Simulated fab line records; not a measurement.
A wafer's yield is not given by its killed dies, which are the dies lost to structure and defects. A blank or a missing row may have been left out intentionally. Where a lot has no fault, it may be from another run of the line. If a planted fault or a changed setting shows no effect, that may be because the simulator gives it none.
Matching of chambers + flow sky130 + SKY_VIA3_CMP_24 on cmp-02 has 4 sister chambers
The step polishes, stops on SiO2, t overpolish 20 s, target thk 0 nm. 18 wafers are shown with their chamber, then 9 later ones without.

== WAFERS PAIRED WITH THEIR CHAMBERS ==
| wafer  | chamber | motor_current_A (A) | time_to_endpoint_s (s) | overpolish_run_s (s) |
|--------|---------|---------------------|------------------------|----------------------|
| L076.1 | 0       | 9.8                 | 94                     | 20.014               |
| L076.2 | 2       | 10.6                | 96                     | 20.002               |
| L076.6 | 3       | 9.9                 | 98                     | 19.994               |
| L077.2 | 2       | 11.2                | 88                     | 19.998               |
| L077.4 | 3       | 9.2                 | 95                     | 20.004               |
| L077.6 | 2       | 10.8                | 90                     | 20.009               |
| L082.2 | 2       | 10.8                | 94                     | 19.996               |
| L082.5 | 2       | 10.8                | 93                     | 19.995               |
| L082.6 | 3       | 9.7                 | 98                     | 20.008               |
| L083.1 | 2       | 10.9                | 100                    | 20.000               |
| L083.3 | 0       | 9.7                 | 96                     | 20.024               |
| L083.4 | 3       | 9.4                 | 102                    | 19.990               |
| L085.3 | 3       | 9.6                 | 99                     | 20.003               |
| L085.4 | 0       | 10.1                | 90                     | 19.993               |
| L085.6 | 2       | 10.9                | 93                     | 20.008               |
| L089.1 | 2       | 11.5                | 90                     | 20.006               |
| L089.4 | 1       | 11.0                | 93                     | 19.989               |
| L089.5 | 0       | 10.0                | 91                     | 19.997               |

SIGNATURES, as means of the wafers listed above
| reading            | chamber 0 | chamber 1 | chamber 2 | chamber 3 | scatter within a chamber |
|--------------------|-----------|-----------|-----------|-----------|--------------------------|
| motor_current_A    | 9.900     | 11.000    | 10.938    | 9.560     | 0.261                    |
| time_to_endpoint_s | 92.75     | 93.00     | 93.00     | 98.40     | 3.27                     |
| overpolish_run_s   | 20.00700  | 19.98900  | 20.00175  | 19.99980  | 0.00872                  |
Rule: for a wafer and a chamber, the distance is found by dividing, reading by reading, the gap between the wafer's reading and the chamber's mean by the reading's scatter, squaring, summing and taking the root. The wafer belongs to the nearest chamber; if the next one is less than 2 further off, it can't be placed. The scatter is the square root of a quotient: the sum, over the shown wafers, of each reading's squared deviation from its chamber's mean, divided by wafers minus chambers.

== WAFERS WITH NO CHAMBER GIVEN ==
| wafer  | motor_current_A (A) | time_to_endpoint_s (s) | overpolish_run_s (s) |
|--------|---------------------|------------------------|----------------------|
| L090.3 | 10.2                | 95                     | 19.980               |
| L090.5 | 9.2                 | 95                     | 20.002               |
| L090.6 | 10.6                | 92                     | 20.012               |
| L093.1 | 11.1                | 97                     | 20.011               |
| L093.4 | 11.9                | 96                     | 20.000               |
| L093.5 | 11.5                | 100                    | 19.997               |
| L096.1 | 10.5                | 94                     | 19.993               |
| L096.2 | 9.8                 | 93                     | 19.992               |
| L096.3 | 11.5                | 92                     | 19.997               |

== EACH ONE'S CHAMBER ==
| wafer  | from the rows above               | in truth |
|--------|-----------------------------------|----------|
| L090.3 | can't be placed: 1 or 0 or 3 or 2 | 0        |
| L090.5 | can't be placed: 3 or 0           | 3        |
| L090.6 | can't be placed: 2 or 0 or 1      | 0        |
| L093.1 | can't be placed: 2 or 1           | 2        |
| L093.4 | can't be placed: 1 or 2           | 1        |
| L093.5 | can't be placed: 1 or 2           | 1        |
| L096.1 | can't be placed: 2 or 1 or 0 or 3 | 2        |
| L096.2 | can't be placed: 0 or 3           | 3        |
| L096.3 | can't be placed: 1 or 2           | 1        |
Correctly placed: 0 of 9. Cannot be placed on the basis of these rows: 9; the candidates contain the true chamber in 9. Number placed wrongly: 0.
